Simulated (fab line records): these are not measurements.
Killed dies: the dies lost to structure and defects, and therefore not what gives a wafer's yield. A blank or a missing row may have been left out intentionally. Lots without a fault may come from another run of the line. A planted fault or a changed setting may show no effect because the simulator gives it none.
A struck lot beside a sound one ; flow sky130 ; 18 steps out of a route of 708
Sound: wafers L408.1, L408.2, L408.6. Wafers L411.1, L411.3, L411.5 were the ones struck. The cause is given at the end.
Order at every step that has rows: each side's tool, ch and its chambers, its first start. Under that, the readings that differ: sound wafers ; struck wafers ; difference of the means ; sigmas: that difference in standard deviations of wafers without a fault.
alike: readings whose means differ by less than 2 such deviations, and words and numbers that are the same on both sides. not compared: withheld readings, readings that some wafer has no value for, bounds like >300 that may hide the same value, and numbers for which the record gives no deviation and whose values overlap.
The two part at a step that has a row with sigmas, a row that says differs or no value, or rows on one side only. When numbers do not overlap yet have no deviation, they are printed without sigmas and do not part them. Lack of a reading on every wafer of one side parts them only where that side has two or more wafers.

first, 1 step without rows for these wafers: SKY_VT_ADJUST_PCH_IMPLANT_08.
SKY_VT_ADJUST_PCH_STRIP_09: strips in O2/N2.
  sound on plasmaAsher-03 ch 0,1, day 12 07:08; struck on plasmaAsher-01 ch 0,1, day 13 06:10
  alike: chamberPressureMTorr, drypumpMotorCurrentA, oesProductAu, stripTimeToEndpointS
  not compared: rfHoursCounterH
SKY_VT_ADJUST_PCH_TW_MEAS_10:
  sound on filmMetro-04, day 12 07:14; struck on filmMetro-01, day 13 06:16
  alike: VT_ADJUST_PCH_TW
then, 7 steps without rows for these wafers: SKY_SONOS_TUNNEL_DEHYDRATE_00 (time 60 s); SKY_SONOS_TUNNEL_HMDS_01 (prime time 60 s); SKY_SONOS_TUNNEL_COAT_02 (resist thk 1140 nm); SKY_SONOS_TUNNEL_SOFTBAKE_03 (time 60 s); SKY_SONOS_TUNNEL_EXPOSE_04 (exposes mask TUNM, target cd 410 nm); SKY_SONOS_TUNNEL_PEB_05; SKY_SONOS_TUNNEL_DEVELOP_06 (develop time 60 s).
SKY_SONOS_TUNNEL_CD_MEAS_07: the cd target is 410 nm.
  sound on cdSem-01, day 13 07:19; struck on cdSem-01, day 14 06:43
  alike: cdNm
SKY_SONOS_TUNNEL_OVL_MEAS_08:
  sound on overlay-01, day 13 07:26; struck on overlay-01, day 14 06:50
  alike: SONOS_TUNNEL_OVL
SKY_SONOS_TUNNEL_IMPLANT_09:
  sound on implanter-03 ch 0, day 13 07:29; struck on implanter-03 ch 0, day 14 06:53
  alike: beamOnS
then, 2 steps without rows for these wafers: SKY_SONOS_TUNNEL_WET_ETCH_10 (etches SiO2 in dHF, target depth 14 nm, time 280 s); SKY_SONOS_TUNNEL_STRIP_11 (strips in SPM, time 600 s).
SKY_SONOS_TUNNEL_TW_MEAS_12:
  sound on filmMetro-02, day 13 07:53; struck on filmMetro-02, day 14 07:17
reading;sound;struck;difference;sigmas
SONOS_TUNNEL_TW;196.7 198.0 198.2;178.3 177.9 179.9;-18.9;-11
then, 1 step without rows for these wafers: SKY_SONOS_TUNNEL_CLEAN_13 (cleans in dHF, time 20 s).
-- the record jumps here: 34 days lie between the struck wafers' starts before and after (it left off in module SONOS_TUNNEL and takes up again in module PAD_OPEN, whose first step shown is number 708 of the route) --
SKY_PAD_OPEN_PROBE_99:
  sound on prober-01, day 48 00:35; struck on prober-02, day 48 03:39
reading;sound;struck;difference;sigmas
model.etest.tipSonos.rsOhmSq;2597 2689 2640;2570 2524 2565;-89;
model.etest.tipSonos.rsOhmSqRange;13.22 24.4 30.24;95.96 77.51 91.59;+65.73;
model.etest.tipSonos.rsOhmSqRimLessCentre;-3.746 -3.341 1.37;59.09 17.44 10.05;+30.77;
model.etest.sonosUncharged.rOnOhmUm;821.2 835.2 816.2;780.7 789.7 790;-37.4;
model.etest.sonosProgrammed.offLog10AUm;-14.08 -14.01 -13.87;-13.34 -13.14 -13.43;+0.68;
model.etest.sonosUncharged.vtV (V);-0.4427 -0.4295 -0.4327;-0.5755 -0.5356 -0.5587;-0.1216;
model.etest.sonosBaked.vtV (V);0.9073 0.9664 0.8724;0.7794 0.8617 0.8237;-0.0938;
  alike: killed_at_M0_to_M3, killed_at_M4_up, killedAtContacts, killedAtFrontEnd, killedAtOther, killedDies, killedOpen, killedShort

== WHERE THEY PART ==
At SKY_SONOS_TUNNEL_TW_MEAS_12 and nowhere else, as far as this record goes. Later steps at which nothing parts them and some readings are alike: SKY_PAD_OPEN_PROBE_99.

WHY: what the simulator had put in
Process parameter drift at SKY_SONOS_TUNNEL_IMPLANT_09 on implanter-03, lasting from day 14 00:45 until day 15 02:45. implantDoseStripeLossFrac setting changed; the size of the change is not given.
